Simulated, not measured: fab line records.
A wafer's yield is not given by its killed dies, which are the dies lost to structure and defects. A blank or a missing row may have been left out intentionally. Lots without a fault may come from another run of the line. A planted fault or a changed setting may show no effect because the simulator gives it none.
fab line records    flow sky130
record lots=11  wafers=33  lastDay=50
route steps=708 shown VT_ADJUST_HVTR@135 SONOS_TUNNEL@161 METAL2@500 CAPM@539
lots untouched by any fault: they come from a run of this same line in which no faults occurred
startH: start of the lot's first displayed wafer, in hours after the record's first day    waitH: hours since the lot's step before    " same as the row above    L1.1+2: a row that stands for several wafers    - no value, or no start given    * or withheld: withheld    < > ~ a bound
route shown NAME@n: NAME is a module with steps in the file, n the number in the route of the first one    usual: mean/standard deviation taken from wafers without a fault    same: alike in all rows    chamber/n: place in a boat    sites: each site's reading    _std_site: their standard deviation    _edge_site: the outer-site mean with the inner-site mean subtracted    radiusMm: how far each site lies from the wafer's centre    mask NAME#n: copy n    behind: tool/chamber where the wafer was last shaped    hold: why the lot was held/for how many hours/how that ended    device: transistor that didn't switch, given as n, p or np    end of line: tests run on the same wafers once the route is complete    step lacking rows: just its recipe    killed: count of dies lost to structure and defects at first sort (not the wafer's yield)    map: shows each die of a wafer: x if killed, . if not, _ if none is there
set.NAME: the setting that was run; set.NAME@STEP: the one run at that earlier step    model.NAME: the simulator's own value behind a step, which no gauge read
steps of the route over a sample of lots; a table a step, a row a wafer
services: a tool's chamber out of use, with start hour (startH, from the record's first day; less than 0 if before it), hours out, and reason
## steps
# step SKY_VT_ADJUST_HVTR_EXPOSE_04
# recipe maskId=HVTRM  targetCdNm=380  na=0.6  sourceShape=conventional  sigmaOuter=0.6  doseMj=150
# same na=0.6
lot.wafer   tool             chamber  startH  waitH  mask
L407.1+3+5  ilineStepper-02  0        196.08  -      HVTRM#0
L408.1+4+6  ilineStepper-01  0        206.86  -      HVTRM#0
L409.1+2+5  ilineStepper-01  0        213.39  -      HVTRM#0
L414.1+3+5  ilineStepper-02  0        243.76  -      HVTRM#0
L415.4+5+6  ilineStepper-02  0        252.49  -      HVTRM#0
L417.1+3+5  ilineStepper-02  0        264.41  -      HVTRM#0
L419.2+4+5  ilineStepper-01  0        281.15  -      HVTRM#0
L423.3+4+6  ilineStepper-01  0        316.29  -      HVTRM#0
L426.3+4+6  ilineStepper-01  0        332.55  -      HVTRM#0
L428.1+4+6  ilineStepper-01  0        355.26  -      HVTRM#0
L429.1+5+6  ilineStepper-01  0        368.25  -      HVTRM#0
# step SKY_VT_ADJUST_HVTR_OVL_MEAS_08
# usual VT_ADJUST_HVTR_OVL=-0.8/1.4
lot.wafer  tool        chamber  startH  waitH  VT_ADJUST_HVTR_OVL[nm]
L407.1     overlay-02  -        207.51  0.1    -2.8
L407.3     "           -        "       "      -0.6
L407.5     "           -        "       "      -2.5
L408.1     overlay-01  -        217.62  0.1    2.6
L408.4     "           -        "       "      1.3
L408.6     "           -        "       "      2.6
L409.1     overlay-01  -        224.00  0.1    -1.5
L409.2     "           -        "       "      0.5
L409.5     "           -        "       "      -1.4
L414.1     overlay-01  -        256.05  0.1    -1.2
L414.3     "           -        "       "      -0.5
L414.5     "           -        "       "      0.8
L415.4     overlay-02  -        264.54  0.1    -109.8
L415.5     "           -        "       "      -110.4
L415.6     "           -        "       "      -108.2
L417.1     overlay-01  -        276.05  0.1    -108.0
L417.3     "           -        "       "      -106.6
L417.5     "           -        "       "      -106.3
L419.2     overlay-01  -        293.28  0.1    1.1
L419.4     "           -        "       "      0.7
L419.5     "           -        "       "      1.1
L423.3     overlay-01  -        328.82  0.1    -1.7
L423.4     "           -        "       "      -4.1
L423.6     "           -        "       "      -4.6
L426.3     overlay-01  -        346.03  0.1    -0.9
L426.4     "           -        "       "      -1.3
L426.6     "           -        "       "      -1.5
L428.1     overlay-02  -        369.27  0.1    -1.8
L428.4     "           -        "       "      -1.6
L428.6     "           -        "       "      -2.5
L429.1     overlay-01  -        382.10  0.1    0.1
L429.5     "           -        "       "      1.6
L429.6     "           -        "       "      0.9
# step SKY_SONOS_TUNNEL_CD_MEAS_07
# recipe targetCdNm=410
# usual cdNm=409.5/1.9
lot.wafer  tool      chamber  startH  waitH  cdNm
L407.1     cdSem-02  -        253.99  0.1    411.4
L407.3     "         -        "       "      410.7
L407.5     "         -        "       "      411.1
L408.1     cdSem-02  -        264.44  0.1    408.9
L408.4     "         -        "       "      409.0
L408.6     "         -        "       "      407.8
L409.1     cdSem-02  -        270.60  0.1    408.1
L409.2     "         -        "       "      410.1
L409.5     "         -        "       "      407.8
L414.1     cdSem-01  -        306.50  0.1    411.5
L414.3     "         -        "       "      410.3
L414.5     "         -        "       "      410.7
L415.4     cdSem-01  -        315.75  0.1    410.4
L415.5     "         -        "       "      410.3
L415.6     "         -        "       "      410.1
L417.1     cdSem-01  -        327.25  0.1    412.5
L417.3     "         -        "       "      412.0
L417.5     "         -        "       "      411.0
L419.2     cdSem-02  -        345.46  0.1    409.8
L419.4     "         -        "       "      406.2
L419.5     "         -        "       "      408.9
L423.3     cdSem-01  -        384.23  0.1    410.2
L423.4     "         -        "       "      410.6
L423.6     "         -        "       "      409.8
L426.3     cdSem-01  -        403.33  0.1    410.8
L426.4     "         -        "       "      410.1
L426.6     "         -        "       "      411.0
L428.1     cdSem-01  -        427.84  0.1    410.8
L428.4     "         -        "       "      409.2
L428.6     "         -        "       "      409.1
L429.1     cdSem-01  -        442.50  0.1    410.8
L429.5     "         -        "       "      411.0
L429.6     "         -        "       "      410.9
# step SKY_METAL2_DESCUM_17
# recipe chemistry=O2  sourcePowerW=150  biasPowerW=0  pressureMtorr=10  tempC=40  timeS=8
# usual drypumpMotorCurrentA=5.9/0.49  oesProductAu=1.000/0.011
lot.wafer  tool         chamber  startH  waitH  drypumpMotorCurrentA  oesProductAu  rfHoursCounterH
L407.1     rieMetal-02  0        824.95  0.0    5.8                   1.008         14
L407.3     "            1        "       "      5.5                   1.009         -
L407.5     "            1        "       "      5.5                   1.001         -
L408.1     rieMetal-02  0        830.85  0.0    5.8                   1.000         15
L408.4     "            0        "       "      5.8                   0.999         -
L408.6     "            0        "       "      5.9                   1.005         -
L409.1     rieMetal-02  0        841.65  0.0    5.9                   1.009         15
L409.2     "            1        "       "      5.4                   1.012         11
L409.5     "            0        "       "      5.9                   1.007         -
L414.1     rieMetal-02  1        885.80  0.0    5.4                   1.018         14
L414.3     "            0        "       "      5.8                   0.992         -
L414.5     "            0        "       "      5.8                   0.982         -
L415.4     rieMetal-04  0        887.53  0.0    6.8                   0.996         -
L415.5     "            1        "       "      5.6                   1.015         -
L415.6     "            0        "       "      6.8                   0.987         -
L417.1     rieMetal-04  0        898.55  0.0    6.7                   0.992         3
L417.3     "            0        "       "      6.7                   0.993         -
L417.5     "            1        "       "      5.6                   1.007         -
L419.2     rieMetal-04  1        914.70  0.0    5.6                   1.015         7
L419.4     "            1        "       "      5.6                   1.022         -
L419.5     "            1        "       "      5.6                   1.002         -
L423.3     rieMetal-04  1        950.10  0.0    5.6                   1.014         -
L423.4     "            0        "       "      6.8                   0.996         -
L423.6     "            1        "       "      5.6                   1.022         -
L426.3     rieMetal-03  1        963.81  0.0    5.4                   0.989         -
L426.4     "            0        "       "      5.6                   0.999         -
L426.6     "            0        "       "      5.6                   0.999         -
L428.1     rieMetal-04  0        981.05  0.0    6.8                   0.993         6
L428.4     "            1        "       "      5.6                   1.009         -
L428.6     "            1        "       "      5.6                   1.003         -
L429.1     rieMetal-03  0        993.05  0.0    5.6                   0.997         8
L429.5     "            0        "       "      5.6                   1.011         -
L429.6     "            1        "       "      5.5                   0.996         -
# step SKY_CAPM_SPUTTER_02
# recipe material=TiN  targetThkNm=200  tempC=300  powerW=6500  timeS=166.7  chamberPressurePa=0.4
# usual throttleValvePct=29.7/1.1
lot.wafer  tool           chamber  startH   waitH  throttleValvePct
L407.1     pvdSputter-01  -        854.00   0.1    26.6
L407.3     "              -        "        "      29.3
L407.5     "              -        "        "      29.5
L408.1     pvdSputter-04  -        860.05   0.1    29.5
L408.4     "              -        "        "      29.4
L408.6     "              -        "        "      30.1
L409.1     pvdSputter-04  -        870.26   0.1    29.5
L409.2     "              -        "        "      30.6
L409.5     "              -        "        "      29.5
L414.1     pvdSputter-04  -        914.54   0.1    29.6
L414.3     "              -        "        "      30.0
L414.5     "              -        "        "      29.4
L415.4     pvdSputter-01  -        915.49   0.0    29.3
L415.5     "              -        "        "      26.6
L415.6     "              -        "        "      29.2
L417.1     pvdSputter-04  -        926.76   0.1    29.7
L417.3     "              -        "        "      30.6
L417.5     "              -        "        "      29.9
L419.2     pvdSputter-04  -        942.14   0.0    30.1
L419.4     "              -        "        "      30.1
L419.5     "              -        "        "      30.9
L423.3     pvdSputter-04  -        977.99   0.0    29.9
L423.4     "              -        "        "      29.8
L423.6     "              -        "        "      29.4
L426.3     pvdSputter-04  -        990.85   0.0    29.8
L426.4     "              -        "        "      30.2
L426.6     "              -        "        "      29.9
L428.1     pvdSputter-01  -        1007.08  0.1    30.0
L428.4     "              -        "        "      29.1
L428.6     "              -        "        "      29.2
L429.1     pvdSputter-04  -        1019.32  0.1    30.1
L429.5     "              -        "        "      29.7
L429.6     "              -        "        "      30.0
## services
tool             chamber  startH   hours  kind
ilineStepper-01  -        241.71   12.3   repair
rieMetal-04      -        271.25   28.1   pm
ilineStepper-01  -        301.31   1.7    pm
ilineStepper-01  -        385.97   4.4    pm
rieMetal-04      -        404.91   0.2    repair
rieMetal-04      1        427.14   4.5    repair
pvdSputter-04    -        482.28   5.1    repair
ilineStepper-01  -        519.49   1.7    pm
pvdSputter-04    -        529.36   0.5    repair
rieMetal-04      -        575.24   1.1    repair
pvdSputter-04    -        623.18   1.7    repair
rieMetal-04      0        658.23   24.1   repair
ilineStepper-01  -        710.64   5.6    repair
rieMetal-04      -        720.59   0.2    repair
ilineStepper-01  -        737.67   1.7    pm
pvdSputter-04    -        833.94   1.9    repair
pvdSputter-04    -        876.63   1.0    repair
ilineStepper-01  -        914.34   9.5    repair
pvdSputter-04    -        927.67   9.4    repair
pvdSputter-04    -        945.56   3.0    repair
ilineStepper-01  -        954.11   2.1    pm
ilineStepper-01  -        956.19   1.7    pm
ilineStepper-01  -        987.54   6.8    repair
pvdSputter-04    -        1001.84  2.2    repair
## key
firstSign step=SKY_VT_ADJUST_HVTR_OVL_MEAS_08  reading=VT_ADJUST_HVTR_OVL  direction=down  sigmas=76  usual=-0.8  struck=-108.2
effect none on later readings
metAt SKY_VT_ADJUST_HVTR_EXPOSE_04
struckLots L415,L417
sortLeftOut L417.1,L417.3,L417.5
testerLeftOut L415,L417
notActingAt SKY_SONOS_TUNNEL_CD_MEAS_07,SKY_METAL2_DESCUM_17,SKY_CAPM_SPUTTER_02
onsetBetween 243.76 252.49
fault kind=scannerMatchingOverlay  tool=ilineStepper-02  chamber=-  onsetH=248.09  steps=SKY_VT_ADJUST_HVTR_EXPOSE_04  offset=-107.07
# testerLeftOut: of these lots the tester's yield and bins aren't shown, on N5 and GAA mostly nor the transistor test; their killed dies are dies lost to structure and defects alone, not to doping, threshold or leakage, so they don't give the yield
# sortLeftOut: the simulated sort isn't trusted on such a fault, so these wafers' sort isn't shown, and their yield isn't known
